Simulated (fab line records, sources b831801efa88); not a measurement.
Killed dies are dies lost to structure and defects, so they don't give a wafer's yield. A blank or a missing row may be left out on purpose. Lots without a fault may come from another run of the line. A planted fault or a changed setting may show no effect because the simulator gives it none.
Which tool did it? | flow sky130 | 6 lots, 18 wafers sampled, at 4 steps of a route of 708

WHAT THE GAUGES READ, wafer by wafer
SKY_VT_ADJUST_LVTN_OVL_MEAS_07.
lot  | measured     | on         | VT_ADJUST_LVTN_OVL (nm)
L344 | day 7 02:06  | overlay-02 | -2.7 -1.8 -3.3
L348 | day 8 09:12  | overlay-01 | -1.5 -0.3 1.1
L353 | day 9 11:29  | overlay-02 | -0.7 -1.4 -1.2
L360 | day 11 15:55 | overlay-02 | -0.9 0.3 0.6
L362 | day 11 22:37 | overlay-01 | -1.3 -2.3 -1.5
L365 | day 12 19:01 | overlay-01 | 0.9 1.3 1.4

WHICH TOOL RAN EACH LOT (tool, then ch and the chambers of the sampled wafers, then the start)
lot  | SKY_FIELD_ISO_ETCH_17           | SKY_VT_ADJUST_HVTP_STRIP_10          | SKY_VT_ADJUST_LVTN_EXPOSE_04
L344 | rie_si-01 ch 0,1,2, day 2 10:29 | plasma_asher-04 ch 1, day 6 06:53    | iline_stepper-02 ch 0, day 6 17:15
L348 | rie_si-02 ch 1,2, day 3 08:17   | plasma_asher-02 ch 0,1, day 7 12:48  | iline_stepper-01 ch 0, day 7 22:30
L353 | rie_si-01 ch 0,1,3, day 4 08:11 | plasma_asher-04 ch 1, day 8 14:13    | iline_stepper-02 ch 0, day 9 00:40
L360 | rie_si-02 ch 1,3, day 5 21:52   | plasma_asher-02 ch 0,1, day 10 15:28 | iline_stepper-02 ch 0, day 11 04:05
L362 | rie_si-01 ch 1,2,3, day 6 07:50 | plasma_asher-03 ch 0,1, day 10 23:29 | iline_stepper-02 ch 0, day 11 11:21
L365 | rie_si-02 ch 1,2, day 6 23:16   | plasma_asher-04 ch 0, day 11 18:23   | iline_stepper-01 ch 0, day 12 06:27
- SKY_FIELD_ISO_ETCH_17: etches Si in HBr/Cl2/O2, target depth 342 nm, time 97.7 s.
- SKY_VT_ADJUST_HVTP_STRIP_10: strips in O2/N2.
- SKY_VT_ADJUST_LVTN_EXPOSE_04: exposes mask NWM COMPLEMENT LESS NATIVE, target cd 840 nm.

THE ANSWER, worked out from the rows above alone
Rule: what is usual is taken from the lots themselves. Put in order of their means at a reading, lots are off if they are a third of the lots or fewer, leave a main group of 4 or more, and stand apart from it by a gap of 3 or more times the standard deviation of the main group's means; of several such gaps the widest counts. A main group whose means are all the same, to the digits that the tables above print for the reading, isn't used. A lot without any number at a reading at which 4 lots or more have one is off too. The other lots that the step has rows for count as sound.
No lot is off at any reading shown: from this, nothing can be told.

WHAT THE SIMULATOR HAD PUT IN
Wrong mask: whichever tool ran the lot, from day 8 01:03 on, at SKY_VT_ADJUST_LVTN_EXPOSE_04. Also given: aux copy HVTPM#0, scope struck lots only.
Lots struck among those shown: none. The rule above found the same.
